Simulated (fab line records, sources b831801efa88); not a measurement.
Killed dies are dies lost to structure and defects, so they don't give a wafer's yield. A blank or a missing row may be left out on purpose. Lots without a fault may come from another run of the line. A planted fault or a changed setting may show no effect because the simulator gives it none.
Which tool did it? | flow gf180mcu | 6 lots, 18 wafers sampled, at 3 steps of a route of 602

WHAT THE GAUGES READ, wafer by wafer
GF_HV_LDD_OVL_MEAS_32.
lot  | measured     | on         | HV_LDD_02_OVL (nm)
L760 | day 11 22:46 | overlay-02 | 0.1 -0.3 -1.0
L762 | day 12 14:20 | overlay-02 | -1.2 -0.6 -0.2
L765 | day 13 19:00 | overlay-02 | 0.8 1.7 2.0
L770 | day 15 11:17 | overlay-01 | -1.4 -3.2 -1.4
L774 | day 16 16:44 | overlay-01 | -84.2 -83.5 -84.7
L776 | day 17 04:22 | overlay-02 | -1.1 -1.4 0.1

WHICH TOOL RAN EACH LOT (tool, then ch and the chambers of the sampled wafers, then the start)
lot  | GF_HV_LDD_STRIP_22                   | GF_HV_LDD_EXPOSE_28
L760 | plasma_asher-04 ch 0,1, day 11 03:50 | iline_stepper-02 ch 0, day 11 13:15
L762 | plasma_asher-04 ch 0,1, day 11 19:02 | iline_stepper-01 ch 0, day 12 04:29
L765 | plasma_asher-04 ch 0,1, day 12 22:56 | iline_stepper-01 ch 0, day 13 08:56
L770 | plasma_asher-04 ch 0,1, day 14 13:15 | iline_stepper-01 ch 0, day 14 23:56
L774 | plasma_asher-04 ch 0,1, day 15 18:08 | iline_stepper-02 ch 0, day 16 05:04
L776 | plasma_asher-03 ch 0,1, day 16 06:02 | iline_stepper-01 ch 0, day 16 17:30
- GF_HV_LDD_STRIP_22: strips in O2/N2.
- GF_HV_LDD_EXPOSE_28: exposes mask Nplus HV AREA, target cd 400 nm.

THE ANSWER, worked out from the rows above alone
Rule: what is usual is taken from the lots themselves. Put in order of their means at a reading, lots are off if they are a third of the lots or fewer, leave a main group of 4 or more, and stand apart from it by a gap of 3 or more times the standard deviation of the main group's means; of several such gaps the widest counts. A main group whose means are all the same, to the digits that the tables above print for the reading, isn't used. A lot without any number at a reading at which 4 lots or more have one is off too. The other lots that the step has rows for count as sound.
Off: L774, at GF_HV_LDD_OVL_MEAS_32 (HV_LDD_02_OVL). The main group: mean -0.5 nm, standard deviation 1.1.
A tool fits if, at a process step before that reading, it ran every lot that is off, and no sound lot after the first of them. The gauges at GF_HV_LDD_OVL_MEAS_32 are tried like those tools. Can't be told from this: 3 tools fit, plasma_asher-04 at GF_HV_LDD_STRIP_22, iline_stepper-02 at GF_HV_LDD_EXPOSE_28, overlay-01 at GF_HV_LDD_OVL_MEAS_32.

WHAT THE SIMULATOR HAD PUT IN
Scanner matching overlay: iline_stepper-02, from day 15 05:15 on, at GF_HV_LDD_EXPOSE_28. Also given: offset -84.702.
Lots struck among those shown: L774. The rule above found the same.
